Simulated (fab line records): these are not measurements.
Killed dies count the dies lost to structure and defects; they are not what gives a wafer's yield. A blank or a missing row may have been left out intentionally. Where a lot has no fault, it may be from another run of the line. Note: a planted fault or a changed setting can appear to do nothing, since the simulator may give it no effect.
fab line records | flow sky130 | part 1 of 2: steps 1 to 43 of 44
record lots=6 wafers=17 lastDay=50
route steps=708 shown VIA2@527 METAL3@532 CAPM@537 PAD_OPEN@708
lots that met no fault: taken from a fault-free run of the same line
startH: the number of hours between the record's first day and the start of the first shown wafer of the lot | waitH: time in hours since the lot's previous step | " identical to the entry in the row above | L1.1+2: several wafers, shown together as one row | - no value present, or no start provided | * or withheld: withheld | < > ~ a bound
route shown NAME@n: a module of which the file shows steps, and the number in the route of the first | usual: mean/standard deviation of fault-free wafers | same: alike in all rows | chamber/n: place in a boat | sites: per-site readings | _std_site: standard deviation across them | _edge_site: outer sites' mean less inner sites' | radiusMm: how far each site lies from the wafer's centre | mask NAME#n: copy n | behind: the last tool/chamber to shape the wafer | hold: reason for holding the lot/hours on hold/outcome of the hold | device: the transistor (n, p or np) that didn't switch | end of line: tests run on the same wafers once the route is complete | a step with no rows: only its recipe | killed: count of dies lost to structure and defects at first sort (not the wafer's yield) | map: per-die view of a wafer (x killed, . not killed, _ where there is no die)
set.NAME: the setting that was run; set.NAME@STEP: the one run at that earlier step | model.NAME: the simulator's own value behind a step, which no gauge read
a table for each step, a row for each wafer; lots at some steps of the route
services: the hour from which a tool's chamber was out of use, counted from the record's first day as startH (under 0 if before that day), plus the number of hours and why
## steps
# step SKY_VIA2_SPUTTER_20
# recipe material=TiN targetThkNm=20 chamberPressurePa=5 powerW=4000 timeS=80
# step SKY_VIA2_CVD_21
# recipe material=W targetThkNm=420 timeS=126.4 tempC=400 pressureTorr=40
# step SKY_VIA2_RS_MEAS_22
# recipe thkMeasGauge=four-point-probe reads=W_of_VIA2_CVD_21+TiN_of_VIA2_SPUTTER_20
# usual VIA2_W_RS=0.275/0.0031
# columns lot.wafer tool chamber startH waitH VIA2_W_RS[ohm/sq]
L857.3 filmMetro-01 - 879.47 0.1 0.277
L857.5 " - " " 0.275
L857.6 " - " " 0.276
L860.4 filmMetro-04 - 911.42 0.1 0.278
L860.5 " - " " 0.277
L860.6 " - " " 0.276
L869.1 filmMetro-02 - 955.71 0.1 0.279
L869.6 " - " " 0.271
L870.3 filmMetro-04 - 962.48 0.2 0.272
L870.4 " - " " 0.270
L870.5 " - " " 0.273
L874.1 filmMetro-04 - 989.07 0.1 0.273
L874.2 " - " " 0.277
L874.3 " - " " 0.273
L877.3 filmMetro-04 - 1000.63 0.1 0.278
L877.5 " - " " 0.274
L877.6 " - " " 0.281
# step SKY_VIA2_THK_MEAS_23
# recipe thkMeasGauge=xrf reads=W_of_VIA2_CVD_21
# usual VIA2_W_THK=399/5.3
# columns lot.wafer tool chamber startH waitH VIA2_W_THK[nm]
L857.3 filmMetro-01 - 879.57 0.1 395
L857.5 " - " " 395
L857.6 " - " " 397
L860.4 filmMetro-04 - 911.51 0.1 390
L860.5 " - " " 397
L860.6 " - " " 394
L869.1 filmMetro-02 - 955.83 0.1 394
L869.6 " - " " 406
L870.3 filmMetro-04 - 962.58 0.1 398
L870.4 " - " " 401
L870.5 " - " " 399
L874.1 filmMetro-04 - 989.19 0.1 400
L874.2 " - " " 395
L874.3 " - " " 402
L877.3 filmMetro-04 - 1000.73 0.1 393
L877.5 " - " " 398
L877.6 " - " " 391
# step SKY_VIA2_CMP_24
# recipe stopOn=SiO2 tOverpolishS=20 downForcePsi=3.5 platenRpm=60 targetThkNm=0 padVelocityMS=0.94248
# usual motorCurrentA=10.9/1 overpolishRunS=20.000/0.0096 slurryFlowMlMin=150.0/0.45 timeToEndpointS=100/5.9
# columns lot.wafer tool chamber startH waitH motorCurrentA overpolishRunS slurryFlowMlMin timeToEndpointS
L857.3 cmp-01 3 879.66 0.1 10.6 20.004 149.7 87
L857.6 " 2 " " 10.6 20.012 150.0 95
L857.5 " 3 " " 11.3 19.988 150.1 90
L860.4 cmp-01 0 911.69 0.2 11.3 19.993 149.8 94
L860.5 " 1 " " 10.9 20.004 149.5 94
L860.6 " 2 " " 9.9 20.001 149.6 96
L869.1 cmp-01 0 955.99 0.1 10.2 19.995 149.8 99
L869.6 " 2 " " 10.5 20.005 150.1 102
L870.3 cmp-02 1 962.67 0.1 13.0 19.996 150.6 103
L870.4 " 3 " " 11.0 19.997 150.1 103
L870.5 " 0 " " 11.9 20.002 149.8 109
L874.3 cmp-01 3 989.25 0.0 11.7 20.003 150.7 103
L874.1 " 0 " " 10.6 19.995 150.2 104
L874.2 " 1 " " 10.8 20.008 150.1 100
L877.3 cmp-02 3 1000.82 0.1 10.5 20.004 149.6 103
L877.5 " 2 " " 9.3 19.999 150.7 101
L877.6 " 3 " " 10.8 20.022 150.0 99
# step SKY_METAL3_SPUTTER_00
# recipe material=Ti targetThkNm=15 powerW=3000 timeS=10 chamberPressurePa=0.4
# usual throttleValvePct=29.8/0.93
# columns lot.wafer tool chamber startH waitH throttleValvePct
L857.3 pvdSputter-03 - 879.91 0.2 29.8
L857.5 " - " " 29.3
L857.6 " - " " 27.2
L860.4 pvdSputter-03 - 911.84 0.1 29.7
L860.5 " - " " 27.3
L860.6 " - " " 29.6
L869.1 pvdSputter-04 - 956.19 0.1 30.7
L869.6 " - " " 31.0
L870.3 pvdSputter-02 - 962.92 0.2 28.9
L870.4 " - " " 31.0
L870.5 " - " " 29.9
L874.1 pvdSputter-03 - 989.55 0.2 29.3
L874.2 " - " " 29.5
L874.3 " - " " 29.2
L877.3 pvdSputter-04 - 1001.07 0.2 31.1
L877.5 " - " " 29.2
L877.6 " - " " 29.6
# step SKY_METAL3_SPUTTER_01
# recipe material=TiN targetThkNm=20 powerW=6500 timeS=16.7 chamberPressurePa=0.4
# usual throttleValvePct=29.8/0.94
# columns lot.wafer tool chamber startH waitH throttleValvePct
L857.3 pvdSputter-03 - 879.93 0.0 29.4
L857.5 " - " " 29.5
L857.6 " - " " 27.3
L860.4 pvdSputter-03 - 911.87 0.0 29.6
L860.5 " - " " 27.3
L860.6 " - " " 29.6
L869.1 pvdSputter-04 - 956.21 0.0 30.7
L869.6 " - " " 31.2
L870.3 pvdSputter-02 - 962.94 0.0 28.7
L870.4 " - " " 30.8
L870.5 " - " " 30.0
L874.1 pvdSputter-03 - 989.58 0.0 29.4
L874.2 " - " " 29.7
L874.3 " - " " 29.4
L877.3 pvdSputter-04 - 1001.10 0.0 31.0
L877.5 " - " " 29.7
L877.6 " - " " 29.7
# step SKY_METAL3_SPUTTER_02
# recipe material=AlCu targetThkNm=735 powerW=10600 timeS=39.1 chamberPressurePa=0.4
# step SKY_METAL3_SPUTTER_03
# recipe material=Ti targetThkNm=5 powerW=3000 timeS=3.3 chamberPressurePa=0.4
# step SKY_METAL3_SPUTTER_04
# recipe material=TiN targetThkNm=70 powerW=6500 timeS=58.3 chamberPressurePa=0.4
# step SKY_CAPM_CVD_00
# recipe material=SiO2 targetThkNm=15.5 tempC=400 timeS=withheld rfW=450
# step SKY_CAPM_THK_MEAS_01
# recipe reads=SiO2_of_CAPM_CVD_00
# usual CAPM_CVD_00_THK=15.39/0.25
# columns lot.wafer tool chamber startH waitH CAPM_CVD_00_THK[nm]
L857.3 filmMetro-04 - 880.10 - 15.19
L857.5 " - " " 15.83
L857.6 " - " " 15.55
L860.4 filmMetro-03 - 912.05 - 15.50
L860.5 " - " " 15.82
L860.6 " - " " 15.33
L869.1 filmMetro-04 - 956.36 - 15.47
L869.6 " - " " 15.61
L870.3 filmMetro-04 - 963.12 - 14.94
L870.4 " - " " 15.28
L870.5 " - " " 15.24
L874.1 filmMetro-02 - 989.73 - 15.15
L874.2 " - " " 15.52
L874.3 " - " " 14.86
L877.3 filmMetro-03 - 1001.27 - 15.23
L877.5 " - " " 15.55
L877.6 " - " " 15.66
# step SKY_CAPM_SPUTTER_02
# recipe material=TiN targetThkNm=200 tempC=300 powerW=6500 timeS=166.7 chamberPressurePa=0.4
# usual throttleValvePct=29.3/1
# columns lot.wafer tool chamber startH waitH throttleValvePct model.TiN_of_CAPM_SPUTTER_02.thkNm
L857.3 pvdSputter-04 - 880.14 0.0 30.7 201.5
L857.5 " - " " 31.2 203.5
L857.6 " - " " 29.5 201.6
L860.4 pvdSputter-01 - 912.08 0.0 28.9 197.7
L860.5 " - " " 31.0 201.5
L860.6 " - " " 29.4 199.3
L869.1 pvdSputter-03 - 956.42 0.1 29.5 201.3
L869.6 " - " " 27.1 194.2
L870.3 pvdSputter-03 - 963.16 0.0 29.2 199.6
L870.4 " - " " 29.4 194.1
L870.5 " - " " 27.3 199.4
L874.1 pvdSputter-01 - 989.79 0.1 28.8 199.1
L874.2 " - " " 31.0 201.6
L874.3 " - " " 29.0 201
L877.3 pvdSputter-01 - 1001.31 0.0 28.9 203.6
L877.5 " - " " 29.3 202.1
L877.6 " - " " 28.6 198
# step SKY_CAPM_RS_MEAS_03
# recipe thkMeasGauge=four-point-probe reads=TiN_of_CAPM_SPUTTER_02
# usual CAPM_TIN_RS=6.89/0.058
# columns lot.wafer tool chamber startH waitH CAPM_TIN_RS[ohm/sq]
L857.3 filmMetro-03 - 880.29 0.1 6.87
L857.5 " - " " 6.80
L857.6 " - " " 6.86
L860.4 filmMetro-04 - 912.25 0.1 6.97
L860.5 " - " " 6.85
L860.6 " - " " 6.92
L869.1 filmMetro-04 - 956.53 0.1 6.84
L869.6 " - " " 7.11
L870.3 filmMetro-02 - 963.31 0.1 6.94
L870.4 " - " " 7.12
L870.5 " - " " 6.94
L874.1 filmMetro-03 - 989.90 0.1 6.93
L874.2 " - " " 6.87
L874.3 " - " " 6.90
L877.3 filmMetro-02 - 1001.46 0.1 6.81
L877.5 " - " " 6.86
L877.6 " - " " 7.00
# step SKY_CAPM_THK_MEAS_04
# recipe thkMeasGauge=xrf reads=TiN_of_CAPM_SPUTTER_02
# usual CAPM_TIN_THK=200.6/1.8
# columns lot.wafer tool chamber startH waitH CAPM_TIN_THK[nm]
L857.3 filmMetro-03 - 880.39 0.1 201.8
L857.5 " - " " 203.8
L857.6 " - " " 202.2
L860.4 filmMetro-04 - 912.34 0.1 199.1
L860.5 " - " " 202.0
L860.6 " - " " 200.1
L869.1 filmMetro-04 - 956.65 0.1 202.5
L869.6 " - " " 194.3
L870.3 filmMetro-02 - 963.41 0.1 199.5
L870.4 " - " " 193.1
L870.5 " - " " 198.0
L874.1 filmMetro-03 - 990.02 0.1 198.6
L874.2 " - " " 200.5
L874.3 " - " " 200.7
L877.3 filmMetro-02 - 1001.56 0.1 202.4
L877.5 " - " " 202.2
L877.6 " - " " 197.9
# step SKY_CAPM_DEHYDRATE_05
# recipe tempC=200 timeS=60
# step SKY_CAPM_HMDS_06
# recipe primeTimeS=60 primeTempC=120
# step SKY_CAPM_COAT_07
# recipe resist=NOVOLAK spinRpm=3000 resistThkNm=1140
# step SKY_CAPM_SOFTBAKE_08
# recipe tempC=90 timeS=60 resist=NOVOLAK
# step SKY_CAPM_EXPOSE_09
# recipe maskId=CAPM na=0.6 sourceShape=conventional sigmaOuter=0.6 polarization=unpolarized targetCdNm=1000 doseMj=159
# step SKY_CAPM_PEB_10
# recipe tempC=withheld timeS=* resist=NOVOLAK
# step SKY_CAPM_DEVELOP_11
# recipe resist=NOVOLAK developer=TMAH developTimeS=60 devTempC=23
# step SKY_CAPM_OVL_MEAS_12
# usual CAPM_OVL=-0.6/1.3
# columns lot.wafer tool chamber startH waitH CAPM_OVL[nm]
L857.3 overlay-02 - 905.07 0.1 0.6
L857.5 " - " " 1.4
L857.6 " - " " -0.2
L860.4 overlay-02 - 936.10 0.1 1.9
L860.5 " - " " -1.4
L860.6 " - " " -1.9
L869.1 overlay-02 - 979.58 0.1 0.6
L869.6 " - " " -0.1
L870.3 overlay-01 - 986.57 0.1 -1.7
L870.4 " - " " -0.6
L870.5 " - " " -1.4
L874.1 overlay-01 - 1013.18 0.1 -1.3
L874.2 " - " " 0.8
L874.3 " - " " -1.8
L877.3 overlay-01 - 1023.79 0.1 -1.2
L877.5 " - " " -0.8
L877.6 " - " " -1.4
# step SKY_CAPM_METAL_ETCH_13
# recipe targetDepthNm=220 stopOn=SiO2 chemistry=Cl2/BCl3 target=TiN pressureMtorr=10 icpW=900 biasW=48.5 Cl2_flow_sccm=60 bcl3FlowSccm=30 timeS=62.9
# usual drypumpMotorCurrentA=5.7/0.54 oesProductAu=0.942/0.0059 throttleValvePct=21.901/0.0096
# columns lot.wafer tool chamber startH waitH drypumpMotorCurrentA oesProductAu rfHoursCounterH throttleValvePct model.CAPM.featureDepthNm model.etch.depthNm
L857.3 rieMetal-01 0 905.12 0.0 5.5 0.938 - 21.901 201.5 201.5
L857.5 " 1 " " 6.6 0.941 - 21.899 203.5 203.5
L857.6 " 0 " " 5.5 0.940 - 21.905 201.6 201.6
L860.4 rieMetal-03 1 936.14 0.0 5.1 0.941 - 21.895 197.7 197.7
L860.5 " 1 " " 5.1 0.948 - 21.905 201.5 201.5
L860.6 " 0 " " 5.6 0.937 - 21.907 199.3 199.3
L869.1 rieMetal-03 1 979.62 0.0 5.1 0.942 12 21.889 201.3 201.3
L869.6 " 1 " " 5.1 0.925 - 21.919 194.2 194.2
L870.3 rieMetal-01 1 986.62 0.0 6.6 0.934 - 21.894 199.6 199.6
L870.4 " 0 " " 5.4 0.924 - 21.919 194.1 194.1
L870.5 " 0 " " 5.5 0.938 - 21.908 199.4 199.4
L874.1 rieMetal-03 0 1013.22 0.0 5.5 0.940 10 21.896 199.1 199.1
L874.2 " 1 " " 5.1 0.942 15 21.900 201.6 201.6
L874.3 " 1 " " 5.1 0.942 - 21.895 201 201
L877.3 rieMetal-01 1 1023.84 0.0 6.6 0.955 - 21.921 203.6 203.6
L877.5 " 0 " " 5.5 0.950 - 21.894 202.1 202.1
L877.6 " 1 " " 6.6 0.941 - 21.895 198 198
# step SKY_CAPM_STRIP_14
# recipe chemistry=O2/N2 powerW=1400 pressureMtorr=1500 platenTempC=withheld o2FlowSccm=3000 n2FlowSccm=300 overashFraction=0.5
# step SKY_CAPM_STRIP_15
# recipe chemistry=postEtchResidueRemover timeS=1200 tempC=72.5
# step SKY_CAPM_CLEAN_16
# recipe chemistry=IPA timeS=180 tempC=25
# step SKY_CAPM_CLEAN_17
# recipe chemistry=O3/DIW dry=n2Spin
# step SKY_METAL3_DEHYDRATE_05
# recipe tempC=200 timeS=60
# step SKY_METAL3_HMDS_06
# recipe primeTimeS=60 primeTempC=120
# step SKY_METAL3_COAT_07
# recipe resist=BARC tempC=withheld timeS=withheld spinRpm=3000 resistThkNm=60
# step SKY_METAL3_COAT_08
# recipe resist=KrF-thick spinRpm=3000 resistThkNm=1140
# step SKY_METAL3_SOFTBAKE_09
# recipe tempC=100 timeS=90 resist=KrF-thick
# step SKY_METAL3_EXPOSE_10
# recipe maskId=MM3 na=0.68 sourceShape=annular sigmaInner=0.4 sigmaOuter=0.8 targetCdNm=300 doseMj=28
# step SKY_METAL3_PEB_11
# recipe pebTempC=withheld pebTimeS=withheld resist=KrF-thick
# step SKY_METAL3_DEVELOP_12
# recipe developTimeS=60 resist=KrF-thick devTempC=21
# step SKY_METAL3_CD_MEAS_13
# recipe targetCdNm=300
# usual cdNm=300.4/1.3
# columns lot.wafer tool chamber startH waitH cdNm
L857.3 cdSem-01 - 929.54 - 299.9
L857.5 " - " " 299.6
L857.6 " - " " 298.4
L860.4 cdSem-02 - 961.74 - 301.4
L860.5 " - " " 302.6
L860.6 " - " " 302.4
L869.1 cdSem-02 - 1002.88 - 298.6
L869.6 " - " " 300.6
L870.3 cdSem-02 - 1010.69 - 301.1
L870.4 " - " " 300.9
L870.5 " - " " 299.7
L874.1 cdSem-01 - 1036.98 - 298.7
L874.2 " - " " 299.3
L874.3 " - " " 298.9
L877.3 cdSem-02 - 1047.07 - 299.1
L877.5 " - " " 298.3
L877.6 " - " " 297.9
# step SKY_METAL3_OVL_MEAS_14
# usual METAL3_OVL=3/5.1
# columns lot.wafer tool chamber startH waitH METAL3_OVL[nm]
L857.3 overlay-01 - 929.63 0.1 7
L857.5 " - " " 3
L857.6 " - " " 5
L860.4 overlay-01 - 961.82 0.1 12
L860.5 " - " " 6
L860.6 " - " " 15
L869.1 overlay-01 - 1003.00 0.1 7
L869.6 " - " " 2
L870.3 overlay-01 - 1010.78 0.1 2
L870.4 " - " " 5
L870.5 " - " " 3
L874.1 overlay-01 - 1037.10 0.1 14
L874.2 " - " " 7
L874.3 " - " " 4
L877.3 overlay-02 - 1047.16 0.1 -13
L877.5 " - " " -5
L877.6 " - " " -5
# step SKY_METAL3_DESCUM_15
# recipe chemistry=O2 sourcePowerW=150 biasPowerW=0 pressureMtorr=10 tempC=40 timeS=8
# usual drypumpMotorCurrentA=5.5/0.34 oesProductAu=1.002/0.012
# columns lot.wafer tool chamber startH waitH drypumpMotorCurrentA oesProductAu rfHoursCounterH
L857.3 rieMetal-03 0 929.66 0.0 5.5 1.002 -
L857.5 " 1 " " 5.1 1.014 -
L857.6 " 0 " " 5.6 1.008 -
L860.4 rieMetal-02 1 961.85 0.0 5.7 0.980 -
L860.5 " 1 " " 5.7 0.991 -
L860.6 " 0 " " 4.8 0.999 -
L869.1 rieMetal-04 0 1003.04 0.0 5.7 0.997 5
L869.6 " 1 " " 5.8 1.009 -
L870.3 rieMetal-04 1 1010.82 0.0 5.8 1.003 -
L870.4 " 0 " " 5.7 0.999 -
L870.5 " 0 " " 5.7 1.002 -
L874.1 rieMetal-03 1 1037.14 0.0 5.1 1.004 16
L874.2 " 0 " " 5.5 1.018 12
L874.3 " 1 " " 5.1 1.023 -
L877.3 rieMetal-02 0 1047.20 0.0 4.8 1.005 -
L877.5 " 0 " " 4.8 1.000 -
L877.6 " 1 " " 5.7 0.983 -
# step SKY_METAL3_ETCH_16
# recipe chemistry=N2/H2 target=BARC ionEnergyEv=200 biasW=100 pressureMtorr=30 n2FlowSccm=100 h2FlowSccm=200 icpW=500 stopOn=SiO2 timeS=88.2 targetDepthA=600
# usual drypumpMotorCurrentA=5.5/0.34 oesProductAu=0.626/0.0052 throttleValvePct=13.205/0.01
# columns lot.wafer tool chamber startH waitH drypumpMotorCurrentA oesProductAu rfHoursCounterH throttleValvePct
L857.3 rieMetal-03 0 929.72 0.0 5.6 0.619 - 13.198
L857.5 " 1 " " 5.1 0.623 - 13.204
L857.6 " 0 " " 5.5 0.631 - 13.200
L860.4 rieMetal-02 1 961.90 0.0 5.8 0.623 - 13.199
L860.5 " 1 " " 5.8 0.626 - 13.207
L860.6 " 0 " " 4.8 0.632 - 13.196
L869.1 rieMetal-04 0 1003.07 0.0 5.7 0.622 5 13.225
L869.6 " 1 " " 5.8 0.631 - 13.211
L870.3 rieMetal-04 1 1010.87 0.0 5.8 0.629 - 13.190
L870.4 " 0 " " 5.7 0.634 - 13.204
L870.5 " 0 " " 5.7 0.618 - 13.184
L874.1 rieMetal-03 1 1037.17 0.0 5.1 0.629 16 13.188
L874.2 " 0 " " 5.6 0.619 12 13.203
L874.3 " 1 " " 5.1 0.628 - 13.207
L877.3 rieMetal-02 0 1047.25 0.0 4.8 0.633 - 13.204
L877.5 " 0 " " 4.8 0.629 - 13.214
L877.6 " 1 " " 5.7 0.617 - 13.184
# step SKY_METAL3_ETCH_17
# recipe target=SiO2 stopOn=TiN chemistry=C4F8/O2/Ar sourceW=1500 biasW=1200 pressureMtorr=40 c4f8FlowSccm=withheld O2_flow_sccm=6 Ar_flow_sccm=300 timeS=3.9 targetDepthA=150
# step SKY_METAL3_METAL_ETCH_18
# recipe targetDepthA=8450 stopOn=SiO2 overEtchFrac=0.3 timeS=183.1 chemistry=Cl2/BCl3 resistSidewallDeg=88 pressureMtorr=10 icpW=900 biasW=48.5 Cl2_flow_sccm=60 bcl3FlowSccm=30
# step SKY_METAL3_STRIP_20
# recipe chemistry=postEtchResidueRemover timeS=1200 tempC=72.5
# columns lot.wafer tool chamber startH waitH model.TiN_of_CAPM_SPUTTER_02.thkNm
L857.3 wetBench-04 0 930.08 0.0 200.6
L857.5 " 0 " " 202.6
L857.6 " 0 " " 200.8
L860.4 wetBench-01 1 962.26 0.0 196.9
L860.5 " 1 " " 200.7
L860.6 " 1 " " 198.4
L869.1 wetBench-01 3 1003.46 0.1 200.5
L869.6 " 3 " " 193.3
L870.3 wetBench-01 3 1011.28 0.1 198.7
L870.4 " 3 " " 193.3
L870.5 " 3 " " 198.5
L874.1 wetBench-01 0 1037.56 0.1 198.3
L874.2 " 0 " " 200.8
L874.3 " 0 " " 200.2
L877.3 wetBench-04 1 1047.61 0.0 202.8
L877.5 " 1 " " 201.3
L877.6 " 1 " " 197.2
## key
firstSign step=SKY_CAPM_RS_MEAS_03 reading=CAPM_TIN_RS direction=up sigmas=3.7 usual=6.89 struck=7.11
effect step=SKY_CAPM_THK_MEAS_04 reading=CAPM_TIN_THK direction=down sigmas=3.8 usual=200.6 struck=193.7
effect step=SKY_CAPM_METAL_ETCH_13 reading=oesProductAu direction=down sigmas=3 usual=0.942 struck=0.925
modelEffect step=SKY_CAPM_SPUTTER_02 value=TiN_of_CAPM_SPUTTER_02.thkNm without=200 struck=194.2
modelEffect step=SKY_CAPM_METAL_ETCH_13 value=CAPM.featureDepthNm without=200 struck=194.2
modelEffect step=SKY_METAL3_STRIP_20 value=TiN_of_CAPM_SPUTTER_02.thkNm without=199.2 struck=193.3
modelEffect step=SKY_PAD_OPEN_PROBE_99 value=etest.capMim.plateOhmSq without=5.993 struck=6.174
metAt SKY_CAPM_SPUTTER_02
struckWafers L869.6,L870.4
fault kind=processParameterDrift tool=pvdSputter-03 chamber=- onsetH=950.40 steps=SKY_CAPM_SPUTTER_02 channel=timeS offset=* shape=step endH=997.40 scope=struckWafersOnly actsIn=* stated=*
